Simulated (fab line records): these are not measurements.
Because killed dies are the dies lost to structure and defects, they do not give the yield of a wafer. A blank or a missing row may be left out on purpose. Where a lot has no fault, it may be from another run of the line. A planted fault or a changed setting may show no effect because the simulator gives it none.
A lot that was struck, set against a sound lot    flow sky130    14 out of 708 route steps
Sound: wafers L304.3, L304.4, L304.6. The struck wafers were L314.3, L314.4, L314.5. The cause comes at the end.
Per side, at each step with rows, come the tool, then ch with its chambers, and then its first start. Under that, the readings that differ: sound wafers    struck wafers    difference of the means    sigmas: that difference in standard deviations of wafers without a fault.
alike: readings with means less than 2 such deviations apart, plus words and numbers identical on both sides. not compared: withheld readings, readings lacking a value on some wafer, bounds such as >300 that could conceal the same value, and numbers that have no deviation in the record and whose values overlap.
The two part at a step that has a row with sigmas, a row that says differs or no value, or rows on one side only. Numbers that don't overlap but have no deviation are shown without sigmas and don't part them. A reading that every wafer of one side lacks parts them only if that side has two wafers or more.

first, 5 steps without rows for these wafers: SKY_SD_N_COAT_02 (resist thk 1140 nm); SKY_SD_N_SOFTBAKE_03 (time 60 s); SKY_SD_N_EXPOSE_04 (exposes mask NSDM, target cd 380 nm); SKY_SD_N_PEB_05; SKY_SD_N_DEVELOP_06 (develop time 60 s).
SKY_SD_N_CD_MEAS_07: target cd 380 nm.
  sound: cd_sem-02 at day 32 01:20; struck: cd_sem-01 at day 34 12:05
reading     sound              struck             difference  sigmas
cd_nm (nm)  376.2 375.5 374.0  380.5 380.9 379.2  +5.0        +2
SKY_SD_N_OVL_MEAS_08:
  sound: overlay-01 at day 32 01:26; struck: overlay-02 at day 34 12:10
  alike: SD_N_OVL
then, 2 steps without rows for these wafers: SKY_SD_N_IMPLANT_09; SKY_SD_N_IMPLANT_10.
SKY_SD_N_STRIP_11: strips in O2/N2.
  sound on plasma_asher-04 ch 0,1, day 32 01:47; struck on plasma_asher-02 ch 0,1, day 34 12:32
  alike: drypump_motor_current_A, oes_product_au, strip_time_to_endpoint_s
  not compared: rf_hours_counter_h
SKY_SD_N_TW_MEAS_12:
  sound: film_metro-02 at day 32 01:52; struck: film_metro-02 at day 34 12:37
  alike: SD_N_TW
then, 1 step without rows for these wafers: SKY_SD_N_CLEAN_13 (cleans in SC1/SC2, time 150 s).
SKY_SD_N_RTA_14: time 2 s.
  sound on rtp_anneal-01 ch 0, day 32 01:59; struck on rtp_anneal-02 ch 0, day 34 12:57
  alike: anneal_temp_c_max, lamp_power_pct, wafer_temp_C_max
-- record jumps: 16 days separate the struck wafers' starts on either side; left off in module SD_N, taken up again in module PAD_OPEN, whose first shown step is the route's number 708 --
SKY_PAD_OPEN_PROBE_99:
  sound: prober-02 at day 48 17:59; struck: prober-02 at day 50 07:43
reading                                 sound              struck             difference  sigmas
killed_at_M4_up                         8 7 6              2 5 3              -4          -2
model.etest.res_xhigh_po.line_ohm_um    5795 5658 5823     4482 4575 4368     -1284       
model.etest.res_xhigh_po.rs_ohm_sq      2025 2018 2017     1532 1582 1505     -480        
model.etest.pfet_01v8.r_on_ohm_um       2828 2834 2851     2406 2445 2430     -411        
model.etest.res_pdiff.line_ohm_um       1352 1366 1367     1137 1129 1154     -222        
model.etest.pfet_g5v0d10v5.r_on_ohm_um  4746 4809 4841     4642 4590 4610     -185        
model.etest.res_high_po.line_ohm_um     772.3 768.7 755.1  647.8 648.7 633.8  -121.9      
model.etest.licon_high_po.rc_ohm        355.6 343.2 361.3  259.3 265.7 267.3  -89.3       
model.etest.res_ndiff.line_ohm_um       773.2 779.8 775    689 689.4 683.2    -89         
  alike: killed_at_M0_to_M3, killed_at_contacts, killed_at_front_end, killed_at_other, killed_dies, killed_open, killed_short

WHERE THEY PART
Earliest at SKY_SD_N_CD_MEAS_07; latest, in this record, at SKY_PAD_OPEN_PROBE_99.

WHY: whatever the simulator had introduced
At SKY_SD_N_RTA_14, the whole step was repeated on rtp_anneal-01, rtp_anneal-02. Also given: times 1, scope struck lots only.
